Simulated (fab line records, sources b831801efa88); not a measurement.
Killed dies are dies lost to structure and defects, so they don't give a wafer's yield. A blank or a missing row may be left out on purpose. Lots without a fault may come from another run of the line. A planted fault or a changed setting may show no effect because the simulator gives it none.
Problem report in the 8D (eight disciplines) form, filled by code | flow sky130 | the parts of the form that need people (team, actions taken, sign-off) are left out

1. THE PROBLEM
beam_energy_keV at SKY_NWELL_IMPLANT_12 reads a mean of 141.13 on 9 wafers of 3 lots; wafers without a fault read 120.00 with a standard deviation of 0.034. That is +99 or more standard deviations from the usual mean.
First seen on wafer L834.1, day 7 12:36, on implanter-04. The record holds 39 wafers of 13 lots with a number at this step. Rule for "out", or "out of limits": more than 4 standard deviations from the usual mean. The other wafers with a number count as sound.

2. WHAT IT IS AND WHAT IT IS NOT
question                    | is                     | is not
which readings at this step | beam_energy_keV        | -
which lots                  | L834, L835, L836       | L822, L823, L824, L826, L827, L840, L841, L842, L843, L844
which wafers of those lots  | all that have a number | -
read on which tools         | implanter-04           | implanter-01, implanter-02
when                        | from day 7 12:36       | up to then (15 sound wafers); but 15 sound wafers of L840, L841, L842, L843, L844 came after

3. SUSPECTS, AND WHAT RULES EACH OUT
Counting: a tool at a process step up to the reading stays a suspect if it ran every lot that is out and no sound lot after the first of them.
- implanter-04 at SKY_NWELL_IMPLANT_12: kept. It ran every lot that is out, first L834 (day 7 12:36), and no sound lot after that. Its own readings are out on those wafers: beam_energy_keV.
Left after counting: implanter-04 at SKY_NWELL_IMPLANT_12.

4. THE CAUSE (what the simulator had put in)
Process parameter drift: implanter-04, from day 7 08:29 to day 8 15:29, at SKY_NWELL_IMPLANT_12. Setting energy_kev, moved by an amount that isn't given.
Counting left only this tool.

5. THE CHAIN OF EFFECTS, in route order
Each row: a reading whose mean over the struck wafers that have a number lies more than 3 standard deviations from the usual. Only readings for which the record gives a usual standard deviation are gone through. hours: the time from each lot's start at the first step in this table that gives one to its start at this step, as a median over the lots. sigmas: the change in usual standard deviations.
hours | step                 | reading         | usual  | on struck wafers | change | sigmas
0     | SKY_NWELL_IMPLANT_12 | beam_energy_keV | 120.00 | 141.13           | +21.13 | +99 or more
The process steps in it:
- SKY_NWELL_IMPLANT_12
Later measuring or inspecting steps at which every struck wafer that the step has a row for has a number for every such reading, and none has moved that far: SKY_NWELL_RS_MEAS_31.

6. WHAT WOULD HAVE CAUGHT IT SOONER
In this record the first reading out of limits was taken at day 7 12:36, 4 hours after the fault began at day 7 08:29.
